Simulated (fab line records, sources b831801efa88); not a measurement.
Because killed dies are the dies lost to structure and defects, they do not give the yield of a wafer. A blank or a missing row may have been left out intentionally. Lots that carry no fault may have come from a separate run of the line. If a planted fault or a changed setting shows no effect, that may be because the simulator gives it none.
Which of the tools did it? | flow sky130 | Sampling: 12 lots, 36 wafers, 4 of 708 route steps

WHAT EACH GAUGE READ, for each wafer
SKY_VT_ADJUST_HVTR_CD_MEAS_07: target cd 380 nm. Usual: cd nm reads 379.8 nm (standard deviation 2.5).
lot  | measured     | on        | cd nm (nm)        | flag
L106 | day 9 13:58  | cd sem-02 | 379.0 381.3 380.3 |
L107 | day 10 00:23 | cd sem-01 | 384.0 385.2 383.9 |
L109 | day 10 14:55 | cd sem-02 | 375.8 376.6 381.7 |
L114 | day 12 08:24 | cd sem-01 | 379.8 378.0 381.2 |
L115 | day 12 11:23 | cd sem-02 | 379.1 379.1 379.3 |
L117 | day 13 00:36 | cd sem-01 | 378.8 378.3 378.9 |
L121 | day 14 06:59 | cd sem-01 | 382.4 384.2 386.6 |
L122 | day 14 13:54 | cd sem-02 | 379.9 379.2 381.3 |
L123 | day 14 18:09 | cd sem-01 | 381.7 381.7 380.7 |
L126 | day 15 20:32 | cd sem-01 | 380.8 379.7 380.4 |
L127 | day 16 08:52 | cd sem-02 | 376.3 374.8 374.9 |
L129 | day 16 22:22 | cd sem-02 | 379.8 380.9 377.7 |

SKY_LDD_P_TW_MEAS_11. Usual: LDD_P_TW 637, standard deviation 3.2.
lot  | measured     | on            | LDD_P_TW    | flag
L106 | day 19 07:10 | film metro-01 | 640 638 642 |
L107 | day 19 17:17 | film metro-02 | 637 639 639 |
L109 | day 20 18:42 | film metro-03 | 630 628 628 |
L114 | day 22 21:29 | film metro-01 | 636 636 633 |
L115 | day 22 19:44 | film metro-02 | 788 791 791 | OFF
L117 | day 23 14:06 | film metro-03 | 790 788 791 | OFF
L121 | day 24 18:55 | film metro-01 | 793 794 794 | OFF
L122 | day 25 07:32 | film metro-03 | 635 635 636 |
L123 | day 25 08:08 | film metro-03 | 636 633 637 |
L126 | day 26 12:32 | film metro-03 | 638 638 640 |
L127 | day 27 02:21 | film metro-02 | 636 633 636 |
L129 | day 27 11:41 | film metro-02 | 633 635 637 |

WHICH TOOL RAN EACH LOT (tool, then ch and the chambers of the sampled wafers, then the start)
lot  | SKY_GATE_OXIDE_STRIP_13              | SKY_LDD_P_IMPLANT_09
L106 | plasma asher-02 ch 0, day 14 03:40   | implanter-01 ch 0, day 19 06:55
L107 | plasma asher-03 ch 0,1, day 14 10:44 | implanter-03 ch 0, day 19 17:02
L109 | plasma asher-04 ch 0, day 15 07:47   | implanter-02 ch 0, day 20 18:27
L114 | plasma asher-04 ch 0,1, day 17 10:25 | implanter-03 ch 0, day 22 21:14
L115 | plasma asher-02 ch 0,1, day 17 10:17 | implanter-01 ch 0, day 22 19:04
L117 | plasma asher-02 ch 0,1, day 18 01:01 | implanter-02 ch 0, day 23 13:31
L121 | plasma asher-02 ch 1, day 19 08:55   | implanter-02 ch 0, day 24 18:21
L122 | plasma asher-03 ch 0,1, day 19 19:34 | implanter-01 ch 0, day 25 07:19
L123 | plasma asher-04 ch 0,1, day 19 23:07 | implanter-01 ch 0, day 25 07:55
L126 | plasma asher-04 ch 0,1, day 21 05:11 | implanter-02 ch 0, day 26 12:19
L127 | plasma asher-03 ch 0,1, day 21 19:34 | implanter-03 ch 0, day 27 02:06
L129 | plasma asher-02 ch 0,1, day 22 07:04 | implanter-03 ch 0, day 27 11:26
- SKY_GATE_OXIDE_STRIP_13: strips in O2/N2.
- SKY_LDD_P_IMPLANT_09

AS READ BY THE TOOLS THEMSELVES (means over the sampled wafers that have a number; for cases with no such wafer, the mark the record gives instead)
SKY_GATE_OXIDE_STRIP_13. Usual: drypump motor current A 5.8 A, standard deviation 0.52; oes product au 0.716 a.u., standard deviation 0.0044; strip time to endpoint s 14.19 s, standard deviation 0.036.
lot  | tool            | drypump motor current A (A) | oes product au (a.u.) | strip time to endpoint s (s) | flag
L106 | plasma asher-02 | 5.2                         | 0.713                 | 14.21                        |
L107 | plasma asher-03 | 6.1                         | 0.716                 | 14.20                        |
L109 | plasma asher-04 | 5.3                         | 0.714                 | 14.19                        |
L114 | plasma asher-04 | 5.7                         | 0.716                 | 14.25                        |
L115 | plasma asher-02 | 5.4                         | 0.715                 | 14.22                        |
L117 | plasma asher-02 | 5.4                         | 0.716                 | 14.17                        |
L121 | plasma asher-02 | 5.9                         | 0.715                 | 14.15                        |
L122 | plasma asher-03 | 6.1                         | 0.718                 | 14.15                        |
L123 | plasma asher-04 | 5.7                         | 0.716                 | 14.22                        |
L126 | plasma asher-04 | 5.7                         | 0.718                 | 14.15                        |
L127 | plasma asher-03 | 6.4                         | 0.712                 | 14.23                        |
L129 | plasma asher-02 | 5.4                         | 0.719                 | 14.20                        |

SKY_LDD_P_IMPLANT_09. Usual: end station pressure torr reads 5.05e-06 Torr (standard deviation 2.6e-07).
lot  | tool         | end station pressure torr (Torr) | flag
L106 | implanter-01 | 4.96e-06                         |
L107 | implanter-03 | 5.31e-06                         |
L109 | implanter-02 | 5.05e-06                         |
L114 | implanter-03 | 5.06e-06                         |
L115 | implanter-01 | 5.21e-06                         |
L117 | implanter-02 | 5.07e-06                         |
L121 | implanter-02 | 5.10e-06                         |
L122 | implanter-01 | 5.14e-06                         |
L123 | implanter-01 | 4.95e-06                         |
L126 | implanter-02 | 4.79e-06                         |
L127 | implanter-03 | 5.01e-06                         |
L129 | implanter-03 | 4.87e-06                         |

THE ANSWER, worked out from the rows above alone
Rule: a lot is off if the mean of its wafers that have a number lies more than 3 standard deviations from the usual mean. Also off: a lot with no number at a reading for which 4 or more lots have one. All remaining lots with rows at the step are treated as sound. First the gauges in route order, then the tools' own readings, where a lot's mean is used as printed above. The first step at which some lot is off is used, and at that step the reading that is off furthest; a lot without a number counts as furthest.
Off: L115, L117, L121, seen at SKY_LDD_P_TW_MEAS_11 (LDD_P_TW).
A tool fits if, at a process step before that reading, it ran every lot that is off, and no sound lot after the first of them. Gauges at SKY_LDD_P_TW_MEAS_11: tried the same way as those tools. Not one of the candidates tried fits.

WHAT THE SIMULATOR HAD PUT IN
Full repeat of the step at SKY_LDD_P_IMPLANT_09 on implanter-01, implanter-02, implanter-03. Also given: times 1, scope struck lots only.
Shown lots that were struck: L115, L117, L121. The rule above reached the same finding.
